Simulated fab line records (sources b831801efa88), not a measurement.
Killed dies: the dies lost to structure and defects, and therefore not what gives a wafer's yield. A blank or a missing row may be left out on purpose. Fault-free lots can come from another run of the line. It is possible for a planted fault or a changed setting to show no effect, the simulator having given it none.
A lot that was struck, set against a sound lot | flow sky130 | 22 out of 708 route steps
Sound: these wafers, L279.1, L279.3, L279.6. Struck: wafer L281.2 (left out: L281.3, L281.6 of the same lot, which were not struck); the cause appears at the end.
Each step with rows lists, per side, the tool, then ch with its chambers, then its first start. Under that, the readings that differ: sound wafers | struck wafers | difference of the means | sigmas: that difference in standard deviations of wafers without a fault.
alike: a reading whose means differ by less than 2 such deviations, as well as words and numbers matching on both sides. not compared: withheld readings; readings where some wafer has no value; bounds like >300 that might hide an equal value; numbers whose values overlap and for which the record gives no deviation.
Wherever a step has rows on one side only, a row that says differs or no value, or a row with sigmas, the two part there. Non-overlapping numbers with no deviation appear without sigmas and do not part them. A reading missing from all wafers of one side parts the sides only when that side holds two or more wafers.

first, 1 step without rows for these wafers: SKY_SONOS_TUNNEL_STRIP_11 (strips in SPM, time 600 s).
SKY_SONOS_TUNNEL_TW_MEAS_12:
  struck on filmMetro-02, day 13 23:42; sound on filmMetro-03, day 13 09:40
  alike: SONOS_TUNNEL_TW
then, 2 steps without rows for these wafers: SKY_SONOS_TUNNEL_CLEAN_13 (cleans in dHF, time 20 s); SKY_SONOS_ONO_OXIDATION_00 (stabilise 600 s, purge 300 s, target thk 2.6 nm).
SKY_SONOS_ONO_THK_MEAS_01:
  struck on filmMetro-02, day 14 03:19; sound on filmMetro-01, day 13 12:08
  alike: SONOS_ONO_OXIDATION_THK
then, 1 step without rows for these wafers: SKY_SONOS_ONO_CVD_02 (deposits Si3N4 from DCS/NH3, target thk 10.5 nm, time 180 s).
SKY_SONOS_ONO_THK_MEAS_03:
  struck on filmMetro-02, day 14 04:26; sound on filmMetro-02, day 13 13:14
  alike: SONOS_ONO_CVD_02_THK
then, 1 step without rows for these wafers: SKY_SONOS_ONO_CVD_04 (deposits SiO2 from SiH4/N2O, target thk 5.7199 nm).
SKY_SONOS_ONO_THK_MEAS_05:
  struck on filmMetro-01, day 14 05:44; sound on filmMetro-02, day 13 14:33
  alike: SONOS_ONO_CVD_04_THK
then, 3 steps without rows for these wafers: SKY_SONOS_ONO_DEHYDRATE_06 (time 60 s); SKY_SONOS_ONO_HMDS_07 (prime time 60 s); SKY_SONOS_ONO_COAT_08 (resist thk 1140 nm).
SKY_SONOS_ONO_SOFTBAKE_09: time 60 s.
  sound on lithoTrack-01 ch 0, day 14 03:05; struck on lithoTrack-04 ch 0, day 14 19:08
reading               | sound             | struck | difference | sigmas
heaterPowerTotalW (W) | 56.52 56.64 56.62 | 75.44  | +18.85     | +99 or more
runLengthS (s)        | 89.38 89.31 89.47 | 53.48  | -35.91     | -99 or more
then, 2 steps without rows for these wafers: SKY_SONOS_ONO_EXPOSE_10 (exposes mask ONOM, target cd 410 nm); SKY_SONOS_ONO_PEB_11.
SKY_SONOS_ONO_DEVELOP_12: develop time 60 s.
  sound on lithoTrack-03 ch 0, day 14 15:27; struck on lithoTrack-03 ch 0, day 15 07:52
reading                                       | sound          | struck | difference | sigmas
model.NOVOLAK_of_SONOS_ONO_COAT_08.thkNm (nm) | 1142 1143 1143 | 1165   | +22        | 
SKY_SONOS_ONO_CD_MEAS_13: the cd target is 410 nm.
  struck on cdSem-01, day 15 08:01; sound on cdSem-01, day 14 15:38
  alike: cdNm
SKY_SONOS_ONO_OVL_MEAS_14:
  struck on overlay-01, day 15 08:07; sound on overlay-02, day 14 15:45
  alike: SONOS_ONO_OVL
SKY_SONOS_ONO_ETCH_15: etches the open film in CHF3/O2, target depth 19.52 nm, time 7.8 s.
  sound on rieDiel-03 ch 1,2,3, day 14 15:47; struck on rieDiel-01 ch 1, day 15 08:09
reading                                       | sound          | struck | difference | sigmas
model.NOVOLAK_of_SONOS_ONO_COAT_08.thkNm (nm) | 1126 1127 1127 | 1149   | +22        | 
  alike: drypumpMotorCurrentA, oesProductAu, throttleValvePct
  not compared: rfHoursCounterH
then, 1 step without rows for these wafers: SKY_SONOS_ONO_WET_ETCH_16 (etches SiO2 in dHF, target depth 14 nm, time 280 s).
SKY_SONOS_ONO_STRIP_17: strips in O2/N2.
  sound on plasmaAsher-04 ch 0,1, day 14 15:53; struck on plasmaAsher-03 ch 0, day 15 08:16
reading                  | sound             | struck | difference | sigmas
stripTimeToEndpointS (s) | 14.13 14.15 14.13 | 14.40  | +0.26      | +9
  alike: drypumpMotorCurrentA, oesProductAu
  not compared: rfHoursCounterH
then, 1 step without rows for these wafers: SKY_SONOS_ONO_WET_ETCH_18 (etches Si3N4 in H3PO4, target depth 15 nm, time 172 s).

== WHERE THEY PART ==
Last at SKY_SONOS_ONO_STRIP_17 as far as this record goes, first at SKY_SONOS_ONO_SOFTBAKE_09.

WHY: whatever the simulator had introduced
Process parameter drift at SKY_SONOS_ONO_SOFTBAKE_09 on lithoTrack-04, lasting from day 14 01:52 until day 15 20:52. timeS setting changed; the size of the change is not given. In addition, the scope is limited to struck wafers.
